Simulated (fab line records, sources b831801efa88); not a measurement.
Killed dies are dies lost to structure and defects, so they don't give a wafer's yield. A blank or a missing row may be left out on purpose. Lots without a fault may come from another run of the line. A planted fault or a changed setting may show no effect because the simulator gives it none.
One fault seen from 2 desks | flow sky130 | each desk has only its own numbers; what lay behind them comes last

THE TOOL OWNER'S DESK: implanter-01
The tool's own readings at SKY_SD_N_IMPLANT_09: means of the sampled wafers that have a number, for each lot that ran on this tool. A lot is out of limits, marked OUT, if its mean lies more than 4 standard deviations from the usual mean; the brackets give that distance.
Columns: A = beam_energy_keV at SKY_SD_N_IMPLANT_09, usual 50.004
lot  | first seen here | A
L867 | day 28 04:29    | 49.994
L870 | day 28 23:22    | 50.024
L880 | day 32 11:03    | 49.998
L885 | day 34 00:54    | 52.506 (+99 or more) OUT
L886 | day 34 03:16    | 52.491 (+99 or more) OUT
This desk's finding: out of limits on L885, L886; first on L885, day 34 00:54 (beam_energy_keV at SKY_SD_N_IMPLANT_09). In limits: L867, L870, L880.

THE METROLOGY DESK
What the gauges read, lot by lot, whatever tool the lot ran on: means of the sampled wafers that have a number. A lot is out of limits, marked OUT, if its mean lies more than 4 standard deviations from the usual mean; the brackets give that distance.
Columns: A = LDD_LDN_OVL at SKY_LDD_LDN_OVL_MEAS_07, usual -0.3 nm; B = SD_N_RS at SKY_SD_N_RS_MEAS_16, usual 68.61 ohm/sq
lot  | first seen here | A    | B
L867 | day 23 04:28    | -0.5 | 68.57
L869 | day 23 17:34    | -3.3 | 68.68
L870 | day 24 00:34    | 0.3  | 68.67
L873 | day 25 01:59    | 0.6  | 68.59
L874 | day 25 12:14    | -0.4 | 68.68
L876 | day 26 06:54    | -1.4 | 68.40
L879 | day 27 05:40    | -1.1 | 68.30
L880 | day 27 16:16    | 0.4  | 68.35
L885 | day 29 07:39    | 0.0  | 66.94 (-10) OUT
L886 | day 29 10:55    | 1.3  | 66.94 (-10) OUT
This desk's finding: out of limits on L885, L886; first on L885, day 34 01:35 (SD_N_RS at SKY_SD_N_RS_MEAS_16). In limits: L867, L869, L870, L873, L874, L876, L879, L880.

PUT TOGETHER
The tool owner's desk could have raised an alarm at day 34 00:54, on L885, L886.
The metrology desk could have raised an alarm at day 34 01:35, on L885, L886.
Of the lots named, all ran SKY_SD_N_IMPLANT_09 on implanter-01.

WHAT THE SIMULATOR HAD PUT IN
Process parameter drift: implanter-01, from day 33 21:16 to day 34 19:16, at SKY_SD_N_IMPLANT_09. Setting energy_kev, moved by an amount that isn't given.
Lots struck among those shown: L885, L886.
Hours from the fault's start to each desk's first reading out of limits: the tool owner's desk, 4; the metrology desk, 4.
